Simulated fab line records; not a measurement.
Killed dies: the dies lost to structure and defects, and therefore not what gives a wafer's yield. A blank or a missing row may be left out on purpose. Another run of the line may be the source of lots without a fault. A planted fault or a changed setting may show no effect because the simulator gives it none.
Chamber matching / flow sky130 / 3 sister chambers for SKY_VIA3_HDPCVD_00 on hdpcvd-01
The step deposits SiO2, target thk 1635 nm, time 272.5 s. 3 wafers are shown with their chamber, then 8 later ones without.

== EACH WAFER AND ITS CHAMBER ==
wafer=L861.1; chamber=1; sih4_flow_sccm (sccm)=59.85
wafer=L861.2; chamber=0; sih4_flow_sccm (sccm)=59.90
wafer=L863.1; chamber=2; sih4_flow_sccm (sccm)=59.99

== WAFERS WITHOUT THEIR CHAMBER ==
wafer=L863.3; sih4_flow_sccm (sccm)=60.11
wafer=L863.6; sih4_flow_sccm (sccm)=59.98
wafer=L869.3; sih4_flow_sccm (sccm)=59.89
wafer=L869.4; sih4_flow_sccm (sccm)=60.37
wafer=L869.5; sih4_flow_sccm (sccm)=59.87
wafer=L872.2; sih4_flow_sccm (sccm)=59.79
wafer=L872.3; sih4_flow_sccm (sccm)=60.08
wafer=L872.4; sih4_flow_sccm (sccm)=59.76

== CHAMBER TAKEN BY EACH ==
wafer=L863.3; from the rows above=can't be placed: 2 or 0 or 1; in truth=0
wafer=L863.6; from the rows above=can't be placed: 2 or 0 or 1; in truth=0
wafer=L869.3; from the rows above=can't be placed: 0 or 1 or 2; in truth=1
wafer=L869.4; from the rows above=can't be placed: 2 or 0 or 1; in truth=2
wafer=L869.5; from the rows above=can't be placed: 1 or 0 or 2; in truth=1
wafer=L872.2; from the rows above=can't be placed: 1 or 0 or 2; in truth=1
wafer=L872.3; from the rows above=can't be placed: 2 or 0 or 1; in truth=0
wafer=L872.4; from the rows above=can't be placed: 1 or 0 or 2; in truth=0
0 of 8 placed correctly. Can't be placed from these rows: 8 (the true chamber is among the candidates in 8). Wrongly placed: 0.
How it was worked out, from the rows above alone: a wafer's distance from a chamber is the root of the sum, over the readings, of the square of ((its reading less the chamber's mean) divided by the reading's scatter). If the next closest chamber is less than 2 further off than the closest, the wafer can't be placed; otherwise it belongs to the closest. For every chamber, the mean is computed from those of its wafers that are shown. The scatter (one wafer shown for each chamber): square how far every hidden wafer sits from the nearest shown wafer, average those squares and take the square root.
